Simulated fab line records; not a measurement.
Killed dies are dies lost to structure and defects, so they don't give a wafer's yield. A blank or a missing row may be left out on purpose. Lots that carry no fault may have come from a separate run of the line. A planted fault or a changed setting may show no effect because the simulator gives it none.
The tool behind it: which one? + flow sky130 + 6 lots, 18 wafers sampled, at 3 steps of a route of 708

## WHAT EACH GAUGE READ, for each wafer
SKY_SD_P_CD_MEAS_07 targets a cd of 380 nm.
| lot  | measured     | on        | cd nm (nm)        |
|------|--------------|-----------|-------------------|
| L585 | day 26 18:19 | cd sem-01 | 376.4 375.3 374.1 |
| L588 | day 27 12:11 | cd sem-01 | 380.9 380.2 381.3 |
| L591 | day 28 11:32 | cd sem-02 | 382.9 383.1 382.0 |
| L595 | day 29 18:07 | cd sem-02 | 377.1 377.0 378.8 |
| L597 | day 30 16:11 | cd sem-02 | 303.8 304.8 303.3 |
| L604 | day 32 20:10 | cd sem-01 | 378.4 376.9 377.4 |

## EACH LOT AND THE TOOL THAT RAN IT (in order: tool; ch and the chambers of the sampled wafers; start)
| lot  | SKY_LDD_LDN_STRIP_12                 | SKY_SD_P_EXPOSE_04                  |
|------|--------------------------------------|-------------------------------------|
| L585 | plasma asher-02 ch 0,1, day 24 05:16 | iline stepper-02 ch 0, day 26 03:53 |
| L588 | plasma asher-04 ch 0,1, day 24 22:27 | iline stepper-01 ch 0, day 26 21:35 |
| L591 | plasma asher-02 ch 0,1, day 25 23:12 | iline stepper-02 ch 0, day 27 21:49 |
| L595 | plasma asher-01 ch 0,1, day 27 06:33 | iline stepper-02 ch 0, day 29 05:02 |
| L597 | plasma asher-04 ch 0,1, day 28 05:19 | iline stepper-02 ch 0, day 30 02:52 |
| L604 | plasma asher-01 ch 0,1, day 30 12:06 | iline stepper-02 ch 0, day 32 07:12 |
- SKY_LDD_LDN_STRIP_12: strips in O2/N2.
- SKY_SD_P_EXPOSE_04: exposes mask PSDM, target cd 380 nm.

## THE ANSWER, worked out from the rows above alone
Rule: the lots themselves supply what counts as usual. The widest of any qualifying gaps counts: lots, ordered by their means at a reading, are off when they make up no more than a third of the lots, leave a main group of 4 or more, and stand apart from it by 3 or more times the standard deviation of that group's means. The tables above print the reading to a certain number of digits; a main group whose means all agree to those digits is not used. A lot without any number at a reading at which 4 lots or more have one is off too. All remaining lots with rows at the step are treated as sound.
Off at SKY_SD_P_CD_MEAS_07 (cd nm): L597. The main group: mean 378.8 nm, standard deviation 2.6.
If a tool, at a process step before that reading, ran all the lots that are off and no sound lot after the first of them, it fits. Gauges at SKY_SD_P_CD_MEAS_07: tried the same way as those tools. Can't be told from this: 2 tools fit, plasma asher-04 at SKY_LDD_LDN_STRIP_12, cd sem-02 at SKY_SD_P_CD_MEAS_07.

## WHAT WAS PUT IN BY THE SIMULATOR
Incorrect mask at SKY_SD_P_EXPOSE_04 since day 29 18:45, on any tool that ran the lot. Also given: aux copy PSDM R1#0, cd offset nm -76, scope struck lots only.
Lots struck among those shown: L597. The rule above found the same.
